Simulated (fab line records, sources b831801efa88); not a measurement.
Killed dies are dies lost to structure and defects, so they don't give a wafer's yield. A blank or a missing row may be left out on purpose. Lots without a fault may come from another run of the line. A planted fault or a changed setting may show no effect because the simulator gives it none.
fab line records | flow sky130
record lots=6 wafers=18 last_day=50
route steps=708 shown SONOS_ONO@171 GATE_OXIDE@187 POLY_GATE@204 RES_PROTECT@206 SALICIDE@361 PAD_OPEN@708
lots that met no fault: from a run of the same line without faults
start_h: hours from the record's first day to the start of the lot's first wafer shown | wait_h: hours since the lot's step before | " the same as in the row above | L1.1+2: a row that stands for several wafers | - no value, or no start given | * or withheld: withheld | < > ~ a bound
route shown NAME@n: a module of which the file shows steps, and the number in the route of the first | usual: mean/standard deviation of fault-free wafers | same: alike in all rows | chamber/n: place in a boat | sites: the reading at each site | _std_site: their standard deviation | _edge_site: outer sites' mean less inner sites' | radius_mm: how far each site lies from the wafer's centre | mask NAME#n: copy n | behind: the tool/chamber that last shaped the wafer | hold: why the lot was held/for how many hours/how that ended | device: the transistor (n, p or np) that didn't switch | end of line: the same wafers' tests at the end of the route | a step without rows: its recipe alone | killed: dies lost to structure and defects at the first sort, not the wafer's yield | map: a wafer's dies, x killed, . not, _ none there
set.NAME: the setting as run; set.NAME@STEP: as run at that earlier step | model.NAME: the simulator's own value behind a step, which no gauge read
lots at some steps of the route; a table a step, a row a wafer
services: from which hour (start_h, from the record's first day; less than 0 if before it) a tool's chamber was out of use, for how many hours, and why
## steps
# step SKY_SONOS_ONO_THK_MEAS_03
# recipe reads=Si3N4_of_SONOS_ONO_CVD_02
# usual SONOS_ONO_CVD_02_THK=10.53/0.15
# columns lot.wafer tool chamber start_h wait_h SONOS_ONO_CVD_02_THK[nm]
L324.2 film_metro-03 - 264.93 0.0 10.44
L324.5 " - " " 10.50
L324.6 " - " " 10.50
L326.1 film_metro-04 - 290.98 0.0 10.85
L326.4 " - " " 10.93
L326.6 " - " " 10.96
L335.1 film_metro-02 - 351.32 0.0 10.54
L335.2 " - " " 10.49
L335.3 " - " " 10.60
L338.2 film_metro-02 - 364.86 0.0 10.48
L338.3 " - " " 10.52
L338.6 " - " " 10.51
L339.2 film_metro-03 - 373.48 0.0 10.27
L339.3 " - " " 10.27
L339.6 " - " " 10.17
L346.2 film_metro-03 - 435.67 0.0 10.34
L346.3 " - " " 10.27
L346.5 " - " " 10.38
# step SKY_SONOS_ONO_CVD_04
# recipe material=SiO2 precursor=SiH4/N2O target_thk_nm=5.7199 temp_c=900 pressure_mtorr=400
# step SKY_SONOS_ONO_THK_MEAS_05
# recipe reads=SiO2_of_SONOS_ONO_CVD_04
# usual SONOS_ONO_CVD_04_THK=5.76/0.11
# columns lot.wafer tool chamber start_h wait_h SONOS_ONO_CVD_04_THK[nm]
L324.2 film_metro-02 - 266.24 0.0 5.72
L324.5 " - " " 5.68
L324.6 " - " " 5.67
L326.1 film_metro-03 - 292.29 0.0 5.81
L326.4 " - " " 5.80
L326.6 " - " " 5.82
L335.1 film_metro-02 - 352.63 0.0 5.78
L335.2 " - " " 5.84
L335.3 " - " " 5.94
L338.2 film_metro-03 - 366.17 0.0 5.85
L338.3 " - " " 5.94
L338.6 " - " " 5.81
L339.2 film_metro-03 - 374.79 0.0 5.59
L339.3 " - " " 5.55
L339.6 " - " " 5.63
L346.2 film_metro-03 - 436.98 0.0 5.73
L346.3 " - " " 5.69
L346.5 " - " " 5.57
# step SKY_SONOS_ONO_DEHYDRATE_06
# recipe temp_c=200 time_s=60
# step SKY_SONOS_ONO_HMDS_07
# recipe prime_time_s=60 prime_temp_c=120
# step SKY_SONOS_ONO_COAT_08
# recipe resist=NOVOLAK spin_rpm=3000 resist_thk_nm=1140
# step SKY_SONOS_ONO_SOFTBAKE_09
# recipe temp_c=90 time_s=60 resist=NOVOLAK
# step SKY_SONOS_ONO_EXPOSE_10
# recipe mask_id=ONOM target_cd_nm=410 na=0.6 source_shape=conventional sigma_outer=0.6 dose_mj=150
# step SKY_SONOS_ONO_PEB_11
# recipe temp_c=withheld time_s=* resist=NOVOLAK
# step SKY_SONOS_ONO_DEVELOP_12
# recipe develop_time_s=60 dev_temp_c=23
# step SKY_SONOS_ONO_CD_MEAS_13
# recipe target_cd_nm=410
# usual cd_nm=409.8/1.9
# columns lot.wafer tool chamber start_h wait_h cd_nm
L324.2 cd_sem-02 - 289.95 0.1 410.9
L324.5 " - " " 413.5
L324.6 " - " " 412.9
L326.1 cd_sem-01 - 316.40 0.1 411.3
L326.4 " - " " 410.5
L326.6 " - " " 413.2
L335.1 cd_sem-01 - 381.00 0.1 409.5
L335.2 " - " " 411.1
L335.3 " - " " 409.8
L338.2 cd_sem-01 - 394.20 0.1 411.6
L338.3 " - " " 409.4
L338.6 " - " " 411.2
L339.2 cd_sem-02 - 403.32 0.1 407.8
L339.3 " - " " 406.4
L339.6 " - " " 408.4
L346.2 cd_sem-01 - 467.79 0.1 407.2
L346.3 " - " " 407.4
L346.5 " - " " 405.9
# step SKY_SONOS_ONO_OVL_MEAS_14
# usual SONOS_ONO_OVL=-1.1/1.3
# columns lot.wafer tool chamber start_h wait_h SONOS_ONO_OVL[nm]
L324.2 overlay-02 - 290.05 0.1 -2.2
L324.5 " - " " -1.8
L324.6 " - " " -2.7
L326.1 overlay-01 - 316.52 0.1 -0.3
L326.4 " - " " -0.2
L326.6 " - " " -0.8
L335.1 overlay-02 - 381.12 0.1 0.8
L335.2 " - " " -1.1
L335.3 " - " " -1.3
L338.2 overlay-01 - 394.31 0.1 -1.5
L338.3 " - " " -0.3
L338.6 " - " " -1.1
L339.2 overlay-01 - 403.42 0.1 0.2
L339.3 " - " " -2.0
L339.6 " - " " -0.1
L346.2 overlay-02 - 467.90 0.1 -0.4
L346.3 " - " " -1.1
L346.5 " - " " -3.5
# step SKY_SONOS_ONO_ETCH_15
# recipe target_depth_nm=19.52 chemistry=CHF3/O2 source_w=600 bias_w=200 pressure_mtorr=40 chf3_flow_sccm=50 O2_flow_sccm=5 time_s=7.8
# usual O2_flow_sccm=5.001/0.016 bias_w=200.0/0.56 chamber_pressure_mTorr=40.00/0.04 drypump_motor_current_A=5.9/0.45 oes_product_au=0.998/0.012 throttle_valve_pct=8.825/0.01
# columns lot.wafer tool chamber start_h wait_h O2_flow_sccm bias_w chamber_pressure_mTorr drypump_motor_current_A oes_product_au rf_hours_counter_h throttle_valve_pct model.NOVOLAK_of_SONOS_ONO_COAT_08.thk_nm model.SiO2_of_FIELD_ISO_CVD_24.thk_nm model.SiO2_of_NWELL_OXIDATION_01.thk_nm
L324.2 rie_diel-01 1 290.08 0.0 5.007 199.8 39.99 5.0 0.982 4 8.805 1128 400.4 5.593
L324.5 " 1 " " 4.975 200.3 39.98 5.0 0.980 - 8.821 1125 400.2 5.735
L324.6 " 2 " " 4.989 200.0 40.06 6.5 1.011 - 8.826 1128 400.6 5.61
L326.1 rie_diel-02 0 316.56 0.0 5.001 199.1 40.02 5.7 1.015 100 8.847 1121 398.6 5.646
L326.4 " 2 " " 4.999 198.9 40.02 6.2 0.993 4 8.828 1121 397.6 5.577
L326.6 " 3 " " 4.990 199.3 40.03 6.4 1.005 - 8.834 1124 399.7 5.52
L335.1 rie_diel-02 3 381.15 0.0 5.007 201.0 39.96 6.4 0.993 72 8.824 1128 399.3 5.707
L335.2 " 0 " " 4.992 200.6 40.02 5.7 1.010 102 8.829 1130 400.1 5.637
L335.3 " 2 " " 4.991 200.0 40.02 6.2 0.997 5 8.826 1128 397.2 5.784
L338.2 rie_diel-01 2 394.34 0.0 - - - - - - - 1136 405 8.92
L338.3 " 0 " " - - - - - - - 1139 402.7 8.937
L338.6 " 3 " " - - - - - - - 1140 402.5 8.995
L339.2 rie_diel-02 3 403.45 0.0 - - - - - - - 1139 403.4 9.535
L339.3 " 2 " " - - - - - - - 1144 402.9 9.304
L339.6 " 1 " " - - - - - - - 1140 403.6 9.467
L346.2 rie_diel-02 3 467.93 0.0 4.995 200.8 40.04 6.4 1.000 74 8.831 1122 399.9 5.61
L346.3 " 2 " " 5.034 199.1 39.98 6.2 0.996 8 8.823 1124 402.3 5.621
L346.5 " 2 " " 4.987 199.9 40.05 6.2 0.999 - 8.797 1124 401.4 5.499
# step SKY_SONOS_ONO_WET_ETCH_16
# recipe chemistry=dHF target_depth_nm=14 dry=n2_spin target=SiO2 dilution=100:1 temp_c=25 time_s=280
# step SKY_SONOS_ONO_STRIP_17
# recipe chemistry=O2/N2 power_w=1400 pressure_mtorr=1500 platen_temp_c=withheld o2_flow_sccm=3000 n2_flow_sccm=300 overash_fraction=0.5
# usual chamber_pressure_mTorr=1500.0/1.3 drypump_motor_current_A=5.4/0.41 oes_product_au=0.710/0.004 strip_time_to_endpoint_s=14.10/0.036
# columns lot.wafer tool chamber start_h wait_h chamber_pressure_mTorr drypump_motor_current_A oes_product_au rf_hours_counter_h strip_time_to_endpoint_s
L324.2 plasma_asher-01 0 290.19 0.0 1498.6 6.0 0.715 47 14.16
L324.5 " 0 " " 1500.3 6.0 0.709 - 14.12
L324.6 " 1 " " 1499.9 5.3 0.707 - 14.18
L326.1 plasma_asher-03 0 316.66 0.0 1498.6 4.7 0.704 67 14.06
L326.4 " 1 " " 1499.0 5.9 0.709 - 14.07
L326.6 " 0 " " 1499.3 4.7 0.714 - 14.12
L335.1 plasma_asher-03 0 381.26 0.0 1500.1 4.7 0.712 74 14.16
L335.2 " 1 " " 1499.9 5.9 0.714 74 14.18
L335.3 " 0 " " 1498.9 4.7 0.710 - 14.16
L338.2 plasma_asher-01 0 394.45 0.0 1502.3 6.0 0.711 53 14.13
L338.3 " 0 " " 1498.5 6.0 0.705 - 14.17
L338.6 " 1 " " 1500.3 5.3 0.723 - 14.17
L339.2 plasma_asher-03 1 403.56 0.0 1500.5 5.9 0.704 75 14.17
L339.3 " 1 " " 1498.4 5.9 0.717 - 14.22
L339.6 " 1 " " 1500.8 5.9 0.713 - 14.16
L346.2 plasma_asher-01 0 468.05 0.0 1497.6 6.0 0.714 62 14.07
L346.3 " 1 " " 1499.0 5.2 0.708 - 14.12
L346.5 " 1 " " 1501.6 5.3 0.709 - 14.11
# step SKY_SONOS_ONO_WET_ETCH_18
# recipe chemistry=H3PO4 target_depth_nm=15 target=Si3N4 temp_c=160 time_s=172
# step SKY_GATE_OXIDE_CLEAN_00
# recipe chemistry=SC1/SC2 mix=1:4:20 temp_c=70 time_s=150 dry=n2_spin
# step SKY_GATE_OXIDE_OXIDATION_01
# recipe temp_c=900 ambient=O2 stabilise_s=600 purge_s=300 target_thk_a=102.68 ox_time_s=1473
# step SKY_GATE_OXIDE_THK_MEAS_02
# recipe reads=SiO2_of_GATE_OXIDE_OXIDATION_01
# usual GATE_OXIDE_OXIDATION_00_THK=10.20/0.19
# columns lot.wafer tool chamber start_h wait_h GATE_OXIDE_OXIDATION_00_THK[nm]
L324.2 film_metro-02 - 293.30 0.0 9.99
L324.5 " - " " 10.03
L324.6 " - " " 10.02
L326.1 film_metro-04 - 324.11 0.0 10.35
L326.4 " - " " 10.12
L326.6 " - " " 10.43
L335.1 film_metro-02 - 384.61 0.0 9.90
L335.2 " - " " 10.08
L335.3 " - " " 10.20
L338.2 film_metro-01 - 396.08 0.0 9.86
L338.3 " - " " 10.11
L338.6 " - " " 9.96
L339.2 film_metro-04 - 407.68 0.0 10.27
L339.3 " - " " 10.27
L339.6 " - " " 10.37
L346.2 film_metro-04 - 470.66 0.0 10.00
L346.3 " - " " 10.20
L346.5 " - " " 10.26
# step SKY_GATE_OXIDE_DEHYDRATE_03
# recipe temp_c=200 time_s=60
# step SKY_GATE_OXIDE_HMDS_04
# recipe prime_time_s=60 prime_temp_c=120
# step SKY_GATE_OXIDE_COAT_05
# recipe resist=NOVOLAK spin_rpm=3000 resist_thk_nm=1140
# step SKY_GATE_OXIDE_SOFTBAKE_06
# recipe temp_c=90 time_s=60 resist=NOVOLAK
# step SKY_GATE_OXIDE_EXPOSE_07
# recipe mask_id=LVOM na=0.6 source_shape=conventional sigma_outer=0.6 polarization=unpolarized target_cd_nm=600 dose_mj=170
# step SKY_GATE_OXIDE_PEB_08
# recipe temp_c=withheld time_s=* resist=NOVOLAK
# step SKY_GATE_OXIDE_DEVELOP_09
# recipe resist=NOVOLAK developer=TMAH develop_time_s=60 dev_temp_c=23
# step SKY_GATE_OXIDE_OVL_MEAS_10
# usual GATE_OXIDE_OVL=0.9/1.4
# columns lot.wafer tool chamber start_h wait_h GATE_OXIDE_OVL[nm]
L324.2 overlay-01 - 317.63 0.1 0.6
L324.5 " - " " -0.9
L324.6 " - " " 0.9
L326.1 overlay-01 - 350.80 0.1 3.9
L326.4 " - " " 2.1
L326.6 " - " " 4.0
L335.1 overlay-01 - 413.78 0.1 1.6
L335.2 " - " " 1.5
L335.3 " - " " 0.1
L338.2 overlay-02 - 425.40 0.1 0.5
L338.3 " - " " 1.6
L338.6 " - " " -1.2
L339.2 overlay-01 - 437.44 0.1 1.1
L339.3 " - " " 0.0
L339.6 " - " " 1.8
L346.2 overlay-01 - 500.78 0.1 0.6
L346.3 " - " " 0.3
L346.5 " - " " 2.3
# step SKY_GATE_OXIDE_IMPLANT_11
# recipe species=B energy_kev=10 dose_cm2=2.6e+12 tilt_deg=withheld
# step SKY_GATE_OXIDE_WET_ETCH_12
# recipe chemistry=dHF target_depth_nm=16.8 dry=n2_spin target=SiO2 dilution=100:1 temp_c=25 time_s=336
# step SKY_GATE_OXIDE_STRIP_13
# recipe chemistry=O2/N2 power_w=1400 pressure_mtorr=1500 platen_temp_c=withheld o2_flow_sccm=3000 n2_flow_sccm=300 overash_fraction=0.5
# usual chamber_pressure_mTorr=1499.8/1.3 drypump_motor_current_A=5.7/0.6 oes_product_au=0.716/0.0048 strip_time_to_endpoint_s=14.19/0.036
# columns lot.wafer tool chamber start_h wait_h chamber_pressure_mTorr drypump_motor_current_A oes_product_au rf_hours_counter_h strip_time_to_endpoint_s
L324.2 plasma_asher-04 1 317.91 0.0 1501.1 6.5 0.708 20 14.16
L324.5 " 1 " " 1501.4 6.4 0.711 - 14.16
L324.6 " 0 " " 1497.5 6.0 0.722 - 14.14
L326.1 plasma_asher-01 1 351.10 0.0 1499.2 5.3 0.717 49 14.16
L326.4 " 1 " " 1499.4 5.3 0.723 - 14.15
L326.6 " 0 " " 1499.0 6.0 0.716 - 14.15
L335.1 plasma_asher-03 0 414.06 0.0 1501.4 4.7 0.715 76 14.24
L335.2 " 1 " " 1498.2 5.9 0.720 76 14.20
L335.3 " 0 " " 1500.0 4.7 0.714 - 14.19
L338.2 plasma_asher-04 1 425.69 0.0 1499.6 6.5 0.718 31 14.14
L338.3 " 1 " " 1498.3 6.5 0.708 - 14.15
L338.6 " 1 " " 1501.1 6.5 0.716 - 14.12
L339.2 plasma_asher-01 1 437.72 0.0 1498.3 5.3 0.715 59 14.17
L339.3 " 1 " " 1499.4 5.2 0.712 - 14.20
L339.6 " 1 " " 1498.6 5.3 0.716 - 14.18
L346.2 plasma_asher-03 1 501.07 0.0 1499.0 5.8 0.722 5 14.14
L346.3 " 1 " " 1497.2 5.9 0.713 - 14.14
L346.5 " 0 " " 1498.5 4.7 0.727 - 14.20
# step SKY_GATE_OXIDE_TW_MEAS_14
# usual GATE_OXIDE_TW=222.8/2.1
# columns lot.wafer tool chamber start_h wait_h GATE_OXIDE_TW
L324.2 film_metro-01 - 318.02 0.1 220.1
L324.5 " - " " 221.1
L324.6 " - " " 221.5
L326.1 film_metro-01 - 351.20 0.1 220.2
L326.4 " - " " 218.9
L326.6 " - " " 219.3
L335.1 film_metro-04 - 414.16 0.1 222.9
L335.2 " - " " 223.5
L335.3 " - " " 222.1
L338.2 film_metro-02 - 425.80 0.1 225.2
L338.3 " - " " 225.4
L338.6 " - " " 224.8
L339.2 film_metro-04 - 437.83 0.1 222.5
L339.3 " - " " 222.3
L339.6 " - " " 220.8
L346.2 film_metro-02 - 501.18 0.1 223.9
L346.3 " - " " 226.2
L346.5 " - " " 226.0
# step SKY_GATE_OXIDE_CLEAN_15
# recipe chemistry=SC1/SC2 mix=1:4:20 temp_c=70 time_s=150 dry=n2_spin
# step SKY_GATE_OXIDE_OXIDATION_16
# recipe temp_c=800 ambient=O2 idle_temp_c=700 ramp_up_c_per_min=10 ramp_down_c_per_min=3 stabilise_s=600 purge_s=300 target_thk_a=35.7 ox_time_s=1915
# step SKY_POLY_GATE_CVD_00
# recipe material=poly-Si target_thk_nm=180 temp_c=620 time_s=720 pressure_mtorr=200
# step SKY_POLY_GATE_THK_MEAS_01
# recipe reads=poly-Si_of_POLY_GATE_CVD_00
# usual POLY_GATE_CVD_00_THK=180.8/1.8
# columns lot.wafer tool chamber start_h wait_h POLY_GATE_CVD_00_THK[nm]
L324.2 film_metro-03 - 327.45 0.0 180.3
L324.5 " - " " 181.3
L324.6 " - " " 178.6
L326.1 film_metro-01 - 355.00 0.0 181.7
L326.4 " - " " 182.5
L326.6 " - " " 182.6
L335.1 film_metro-03 - 417.50 0.0 180.8
L335.2 " - " " 180.0
L335.3 " - " " 179.8
L338.2 film_metro-03 - 429.38 0.0 178.3
L338.3 " - " " 178.9
L338.6 " - " " 179.5
L339.2 film_metro-01 - 440.67 0.0 180.0
L339.3 " - " " 180.5
L339.6 " - " " 179.2
L346.2 film_metro-03 - 504.07 0.0 178.4
L346.3 " - " " 177.8
L346.5 " - " " 177.5
# step SKY_RES_PROTECT_DEHYDRATE_00
# recipe temp_c=200 time_s=60
# step SKY_RES_PROTECT_HMDS_01
# recipe prime_time_s=60 prime_temp_c=120
# step SKY_RES_PROTECT_COAT_02
# recipe resist=NOVOLAK spin_rpm=3000 resist_thk_nm=1140
# step SKY_RES_PROTECT_SOFTBAKE_03
# recipe temp_c=90 time_s=60 resist=NOVOLAK
# step SKY_RES_PROTECT_EXPOSE_04
# recipe mask_id=RPM na=0.6 source_shape=conventional sigma_outer=0.6 polarization=unpolarized target_cd_nm=1270 dose_mj=131
# step SKY_RES_PROTECT_PEB_05
# recipe temp_c=withheld time_s=* resist=NOVOLAK
# step SKY_RES_PROTECT_DEVELOP_06
# recipe resist=NOVOLAK developer=TMAH develop_time_s=60 dev_temp_c=23
# step SKY_SALICIDE_CLEAN_00
# recipe chemistry=HF-last time_s=30 dilution=100:1 dry=ipa_marangoni
# columns lot.wafer tool chamber start_h wait_h model.SiO2_of_FIELD_ISO_CVD_24.thk_nm
L324.2 wet_bench-01 3 663.03 0.1 359.4
L324.5 " 3 " " 359.1
L324.6 " 3 " " 359.5
L326.1 wet_bench-01 1 690.52 0.1 357.9
L326.4 " 1 " " 357.2
L326.6 " 1 " " 359.3
L335.1 wet_bench-03 1 747.13 0.1 359
L335.2 " 1 " " 359.7
L335.3 " 1 " " 357
L338.2 wet_bench-03 2 754.85 0.1 364.4
L338.3 " 2 " " 362
L338.6 " 2 " " 361.8
L339.2 wet_bench-04 1 766.38 0.1 362.9
L339.3 " 1 " " 362.4
L339.6 " 1 " " 363.2
L346.2 wet_bench-04 2 820.98 0.1 359
L346.3 " 2 " " 361.4
L346.5 " 2 " " 360.4
# step SKY_PAD_OPEN_PROBE_99
# usual killed_at_M0_to_M3=43/6.5 killed_at_M4_up=3.3/2 killed_at_contacts=24/5.2 killed_at_front_end=16/4.2 killed_at_other=0.3/0.6 killed_dies=87/9.3 killed_open=47/7.8 killed_short=39/6.2
# same gross_dies=492 killed_at_back_side=0
# columns lot.wafer tool chamber start_h wait_h killed_at_M0_to_M3 killed_at_M4_up killed_at_contacts killed_at_front_end killed_at_other killed_dies killed_open killed_short model.etest.nfet_16v.r_on_ohm_um model.etest.pfet_16v.r_on_ohm_um model.etest.pfet_g5v0d10v5.r_on_ohm_um model.etest.nfet_g5v0d10v5.r_on_ohm_um model.etest.nfet_g5v0d10v5.drive_ua_um model.etest.tip_sonos.rs_ohm_sq model.etest.nfet_05v0_nvt.drive_ua_um model.etest.nfet_16v.drive_ua_um
L324.2 prober-01 - 1085.28 0.1 43 4 35 19 0 101 54 46 1.377e+04 1.479e+04 4693 1860 616.2 2522 586.6 227.8
L324.5 prober-01 - 1085.43 0.2 38 6 24 25 1 94 44 50 1.389e+04 1.5e+04 4725 1891 607.9 2550 577.1 227.3
L324.6 prober-01 - 1085.48 0.2 58 3 29 21 0 111 58 52 1.387e+04 1.528e+04 4713 1877 613 2557 584.6 226.8
L326.1 prober-01 - 1107.09 0.1 50 5 22 15 0 92 55 37 1.389e+04 1.521e+04 4763 1899 597.4 2675 569.5 219.7
L326.4 prober-01 - 1107.24 0.2 41 9 32 22 0 104 57 47 1.399e+04 1.523e+04 4609 1858 607.3 2620 580.8 224
L326.6 prober-01 - 1107.34 0.2 47 1 16 19 0 83 40 43 1.424e+04 1.595e+04 4844 1918 595.5 2691 564 216.9
L335.1 prober-02 - 1147.13 0.1 41 2 32 24 1 100 67 31 1.396e+04 1.472e+04 4731 1871 609 2680 586.4 227.8
L335.2 prober-02 - 1147.18 0.1 43 7 27 12 0 89 40 47 1.402e+04 1.519e+04 4724 1870 612.4 2684 579.3 225.5
L335.3 prober-02 - 1147.23 0.2 37 1 23 13 1 75 45 30 1.406e+04 1.501e+04 4781 1899 599.9 2707 581.9 223.4
L338.2 prober-02 - 1150.39 0.1 51 4 29 12 0 96 40 56 1.817e+04 1.672e+04 5510 2462 396.4 2808 417.2 131.3
L338.3 prober-02 - 1150.44 0.2 45 1 23 25 1 95 54 41 1.823e+04 1.666e+04 5501 2496 393.5 2820 416.5 128.9
L338.6 prober-02 - 1150.59 0.2 38 4 23 17 0 82 36 45 1.832e+04 1.716e+04 5521 2492 395.5 2825 416.3 129.5
L339.2 prober-01 - 1160.65 0.1 46 4 24 11 1 86 47 39 1.806e+04 1.663e+04 5657 2545 379 2994 407.9 125
L339.3 prober-01 - 1160.70 0.2 47 7 27 13 0 94 50 44 1.804e+04 1.633e+04 5657 2552 380.6 2991 411.3 127.3
L339.6 prober-01 - 1160.85 0.2 47 3 28 16 0 94 54 40 1.816e+04 1.662e+04 5741 2582 375.2 3032 408.1 124.6
L346.2 prober-02 - 1193.14 0.1 41 2 36 18 0 97 57 40 1.397e+04 1.497e+04 4828 1887 611.3 2576 579.9 224.5
L346.3 prober-02 - 1193.19 0.2 45 4 17 20 0 86 47 39 1.42e+04 1.577e+04 4847 1887 608.4 2582 574.5 220.2
L346.5 prober-02 - 1193.29 0.2 48 2 25 15 0 90 55 35 1.407e+04 1.522e+04 4838 1916 601.5 2595 570.2 220.1
# killed by level:class
L324.2 CONTACT:geometric_particle:open=12 LI_CONTACT:geometric_particle:open=10 VIA1:geometric_particle:open=8 FIELD_ISO:geometric_particle:open=7 METAL1:geometric_particle:short=7 POLY_GATE:geometric_particle:short=5 METAL3:geometric_particle:short=5 CONTACT:geometric_particle:short=5
L324.5 CONTACT:geometric_particle:open=8 FIELD_ISO:geometric_particle:short=7 VIA3:geometric_particle:open=7 FIELD_ISO:geometric_particle:open=6 POLY_GATE:geometric_particle:short=6 LOCAL_INTERCONNECT:geometric_particle:short=5 METAL1:geometric_particle:short=5 VIA1:geometric_particle:open=5
L324.6 CONTACT:geometric_particle:open=12 METAL1:geometric_particle:short=11 VIA1:geometric_particle:open=10 LI_CONTACT:geometric_particle:open=7 VIA2:geometric_particle:open=7 METAL2:geometric_particle:short=6 VIA3:geometric_particle:open=6 FIELD_ISO:geometric_particle:open=5
L326.1 VIA1:geometric_particle:open=11 VIA3:geometric_particle:open=9 LI_CONTACT:geometric_particle:open=9 CONTACT:geometric_particle:open=9 METAL1:geometric_particle:short=7 VIA1:geometric_particle:short=7 POLY_GATE:geometric_particle:open=5 METAL2:geometric_particle:short=5
L326.4 VIA1:geometric_particle:open=12 CONTACT:geometric_particle:open=11 LI_CONTACT:geometric_particle:open=9 POLY_GATE:geometric_particle:short=6 LI_CONTACT:geometric_particle:short=6 VIA2:geometric_particle:open=6 METAL1:geometric_particle:short=6 METAL4:geometric_particle:short=6
L326.6 VIA1:geometric_particle:short=10 VIA3:geometric_particle:open=8 FIELD_ISO:geometric_particle:short=7 CONTACT:geometric_particle:open=6 METAL1:geometric_particle:short=6 VIA1:geometric_particle:open=6 SPACER:geometric_particle:short=5 VIA2:geometric_particle:open=5
L335.1 CONTACT:geometric_particle:open=19 VIA1:geometric_particle:open=16 METAL1:geometric_particle:short=8 LI_CONTACT:geometric_particle:open=7 FIELD_ISO:geometric_particle:open=6 POLY_GATE:geometric_particle:open=5 FIELD_ISO:geometric_particle:short=4 METAL2:geometric_particle:short=4
L335.2 CONTACT:geometric_particle:open=10 METAL1:geometric_particle:short=8 LI_CONTACT:geometric_particle:open=7 VIA1:geometric_particle:open=7 VIA1:geometric_particle:short=7 LI_CONTACT:geometric_particle:short=6 METAL4:geometric_particle:short=6 FIELD_ISO:geometric_particle:short=4
L335.3 CONTACT:geometric_particle:open=12 VIA1:geometric_particle:open=10 VIA2:geometric_particle:open=8 CONTACT:geometric_particle:short=6 METAL2:geometric_particle:short=6 FIELD_ISO:geometric_particle:open=5 LI_CONTACT:geometric_particle:open=3 METAL1:geometric_particle:short=3
L338.2 VIA1:geometric_particle:open=12 METAL2:geometric_particle:short=9 METAL1:geometric_particle:short=8 CONTACT:geometric_particle:open=7 VIA3:geometric_particle:open=7 LI_CONTACT:geometric_particle:open=7 CONTACT:geometric_particle:short=6 POLY_GATE:geometric_particle:short=5
L338.3 CONTACT:geometric_particle:open=9 VIA1:geometric_particle:open=9 POLY_GATE:geometric_particle:open=8 METAL1:geometric_particle:short=8 POLY_GATE:geometric_particle:short=7 LI_CONTACT:geometric_particle:open=7 VIA1:geometric_particle:short=5 VIA2:geometric_particle:open=5
L338.6 CONTACT:geometric_particle:open=9 VIA1:geometric_particle:short=8 FIELD_ISO:geometric_particle:short=7 VIA1:geometric_particle:open=7 METAL1:geometric_particle:short=6 LI_CONTACT:geometric_particle:open=5 VIA3:geometric_particle:open=5 METAL2:geometric_particle:short=5
L339.2 VIA1:geometric_particle:open=16 METAL2:geometric_particle:short=12 LI_CONTACT:geometric_particle:open=8 CONTACT:geometric_particle:open=8 FIELD_ISO:geometric_particle:open=5 CONTACT:geometric_particle:short=5 METAL1:geometric_particle:short=5 FIELD_ISO:geometric_particle:short=4
L339.3 CONTACT:geometric_particle:open=11 METAL1:geometric_particle:short=9 VIA1:geometric_particle:open=9 METAL2:geometric_particle:short=9 LI_CONTACT:geometric_particle:short=5 LI_CONTACT:geometric_particle:open=5 LOCAL_INTERCONNECT:geometric_particle:short=5 VIA2:geometric_particle:open=5
L339.6 CONTACT:geometric_particle:open=14 VIA1:geometric_particle:open=8 VIA2:geometric_particle:open=7 VIA1:geometric_particle:short=7 LI_CONTACT:geometric_particle:open=6 VIA3:geometric_particle:open=6 VIA2:geometric_particle:short=6 POLY_GATE:geometric_particle:open=5
L346.2 LI_CONTACT:geometric_particle:open=13 CONTACT:geometric_particle:open=12 LOCAL_INTERCONNECT:geometric_particle:short=7 METAL1:geometric_particle:short=7 FIELD_ISO:geometric_particle:open=6 METAL2:geometric_particle:open=5 VIA3:geometric_particle:open=5 FIELD_ISO:geometric_particle:short=4
L346.3 VIA1:geometric_particle:open=9 CONTACT:geometric_particle:open=7 VIA1:geometric_particle:short=7 VIA2:geometric_particle:open=6 VIA3:geometric_particle:open=6 FIELD_ISO:geometric_particle:short=5 FIELD_ISO:geometric_particle:open=5 POLY_GATE:geometric_particle:open=5
L346.5 CONTACT:geometric_particle:open=12 VIA3:geometric_particle:open=9 VIA1:geometric_particle:open=8 FIELD_ISO:geometric_particle:open=6 LI_CONTACT:geometric_particle:open=6 VIA1:geometric_particle:short=6 VIA2:geometric_particle:open=6 METAL1:geometric_particle:short=5
## services
# columns tool chamber start_h hours kind
plasma_asher-01 - 292.93 46.3 repair
rie_diel-01 0 319.59 8.9 repair
rie_diel-02 0 323.43 20.1 repair
rie_diel-02 3 356.83 16.8 repair
plasma_asher-03 - 395.65 6.1 repair
rie_diel-02 3 412.36 18.3 repair
plasma_asher-03 - 415.59 25.4 pm
rie_diel-02 1 426.11 6.2 repair
plasma_asher-03 - 440.96 9.0 pm
rie_diel-02 1 443.98 5.0 repair
plasma_asher-03 - 485.48 3.0 repair
rie_diel-02 1 501.40 10.4 repair
plasma_asher-01 - 528.85 9.4 repair
rie_diel-02 3 541.45 16.1 repair
plasma_asher-01 - 593.20 0.7 repair
rie_diel-02 - 644.72 2.8 pm
plasma_asher-01 - 652.23 0.6 repair
plasma_asher-01 - 679.83 4.3 pm
rie_diel-02 - 688.72 0.5 repair
rie_diel-02 0 699.48 1.6 repair
rie_diel-02 1 700.38 1.3 repair
plasma_asher-01 - 721.49 3.9 repair
plasma_asher-03 - 790.63 4.8 repair
rie_diel-02 - 809.82 0.6 repair
## key
first_sign step=SKY_SONOS_ONO_ETCH_15 reading=tool_record direction=missing
effect none on later readings
model_effect step=SKY_SONOS_ONO_ETCH_15 value=NOVOLAK_of_SONOS_ONO_COAT_08.thk_nm without=1123 struck=1140
model_effect step=SKY_SALICIDE_CLEAN_00 value=SiO2_of_FIELD_ISO_CVD_24.thk_nm without=359.4 struck=362.8
model_effect step=SKY_PAD_OPEN_PROBE_99 value=etest.nfet_16v.r_on_ohm_um without=1.419e+04 struck=1.816e+04
met_at SKY_SONOS_ONO_ETCH_15
struck_wafers L338.2,L338.3,L338.6,L339.2,L339.3,L339.6
tester_left_out L338,L339
onset_between 381.15 394.34
fault kind=skipped_step_whole tool=rie_diel-01,rie_diel-02 chamber=- onset_h=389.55 steps=SKY_SONOS_ONO_ETCH_15 scope=struck_lots_only
# tester_left_out: of these lots the tester's yield and bins aren't shown, on N5 and GAA mostly nor the transistor test; their killed dies are dies lost to structure and defects alone, not to doping, threshold or leakage, so they don't give the yield
